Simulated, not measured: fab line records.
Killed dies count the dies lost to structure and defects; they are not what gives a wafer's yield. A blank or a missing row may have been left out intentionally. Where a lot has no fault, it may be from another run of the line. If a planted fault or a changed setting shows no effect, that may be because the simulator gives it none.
Which tool was responsible?    flow sky130    42 wafers from 14 lots sampled at 3 of the route's 708 steps

== WHAT EACH GAUGE READ, for each wafer ==
SKY_VIA4_OVL_MEAS_11. Usual: VIA4_OVL gives 1.0 nm (standard deviation 1.1).
lot   measured      on          VIA4_OVL (nm)   flag
L411  day 42 20:27  overlay-01  0.9 -0.1 0.6    
L412  day 42 20:40  overlay-02  1.4 0.5 1.0     
L415  day 44 14:29  overlay-01  3.7 1.3 2.8     
L416  day 44 17:44  overlay-02  2.6 4.6 2.9     
L417  day 44 20:11  overlay-02  -0.1 1.2 0.6    
L418  day 45 02:01  overlay-01  1.9 0.6 1.5     
L419  day 45 12:00  overlay-01  -0.1 0.1 1.0    
L423  day 46 14:13  overlay-02  0.6 0.5 1.3     
L424  day 46 14:59  overlay-02  2.1 2.2 4.5     
L425  day 46 18:37  overlay-02  0.1 1.5 1.7     
L426  day 46 20:03  overlay-02  2.7 1.3 2.3     
L427  day 46 22:52  overlay-02  1.1 1.7 0.9     
L428  day 47 10:13  overlay-01  -1.4 -0.5 -0.5  
L432  day 48 10:20  overlay-02  1.2 -0.9 -2.2   

SKY_VIA4_RS_MEAS_19: measures by four-point-probe. Usual: VIA4_W_RS gives 0.2254 ohm/sq (standard deviation 0.0023).
lot   measured      on             VIA4_W_RS (ohm/sq)    flag
L411  day 42 21:23  film metro-03  0.2240 0.2262 0.2274  
L412  day 42 21:37  film metro-01  0.2226 0.2251 0.2221  
L415  day 44 15:28  film metro-03  0.2206 0.2219 0.2206  
L416  day 44 18:44  film metro-02  0.2251 0.2225 0.2233  
L417  day 44 21:07  film metro-01  0.2270 0.2264 0.2264  
L418  day 45 02:56  film metro-01  0.2246 0.2266 0.2275  
L419  day 45 12:55  film metro-01  0.2268 0.2260 0.2227  
L423  day 46 15:12  film metro-03  0.2273 0.2238 0.2237  
L424  day 46 15:54  film metro-01  0.2297 0.2270 0.2287  
L425  day 46 19:31  film metro-03  0.2224 0.2277 0.2251  
L426  day 46 21:08  film metro-01  0.2287 0.2253 0.2254  
L427  day 46 23:46  film metro-01  0.2266 0.2301 0.2247  
L428  day 47 11:13  film metro-02  0.2243 0.2261 0.2260  
L432  day 48 11:15  film metro-02  0.2275 0.2269 0.2259  

== EACH LOT AND THE TOOL THAT RAN IT (in order: tool; ch and the chambers of the sampled wafers; start) ==
lot   SKY_METAL4_SPUTTER_01
L411  pvd sputter-01, day 39 18:43
L412  pvd sputter-01, day 39 19:05
L415  pvd sputter-01, day 41 15:25
L416  pvd sputter-02, day 41 17:44
L417  pvd sputter-02, day 41 20:32
L418  pvd sputter-02, day 42 04:20
L419  pvd sputter-02, day 42 15:50
L423  pvd sputter-02, day 43 19:02
L424  pvd sputter-01, day 43 19:25
L425  pvd sputter-02, day 44 00:36
L426  pvd sputter-01, day 44 02:37
L427  pvd sputter-03, day 44 07:40
L428  pvd sputter-02, day 44 17:00
L432  pvd sputter-03, day 45 19:19
- SKY_METAL4_SPUTTER_01: material TiN, target thk 20 nm, time 16.7 s.

== WHAT THE TOOLS THEMSELVES READ (means of the sampled wafers that have a number; where no wafer has one, the mark that the record gives instead) ==
SKY_METAL4_SPUTTER_01. Usual: 30.1 % for throttle valve pct, sd 0.94.
lot   tool            throttle valve pct (%)  flag
L411  pvd sputter-01  30.7                    
L412  pvd sputter-01  30.1                    
L415  pvd sputter-01  30.4                    
L416  pvd sputter-02  29.8                    
L417  pvd sputter-02  29.7                    
L418  pvd sputter-02  29.9                    
L419  pvd sputter-02  29.3                    
L423  pvd sputter-02  29.0                    
L424  pvd sputter-01  30.8                    
L425  pvd sputter-02  29.7                    
L426  pvd sputter-01  30.7                    
L427  pvd sputter-03  30.0                    
L428  pvd sputter-02  30.3                    
L432  pvd sputter-03  30.7                    

== THE ANSWER, worked out from the rows above alone ==
Rule: lot off if the mean of its wafers having a number is beyond 3 standard deviations from the usual mean. A lot without any number at a reading at which 4 lots or more have one is off too. All remaining lots with rows at the step are treated as sound. Order of review: gauges by route order, followed by the tools' own readings, for which a lot's mean as printed above is used. At the first step where some lot is off, the reading lying furthest off is the one used; lots without a number count as furthest.
None of the lots is off at any reading shown; this tells nothing.

== WHAT WAS PUT IN BY THE SIMULATOR ==
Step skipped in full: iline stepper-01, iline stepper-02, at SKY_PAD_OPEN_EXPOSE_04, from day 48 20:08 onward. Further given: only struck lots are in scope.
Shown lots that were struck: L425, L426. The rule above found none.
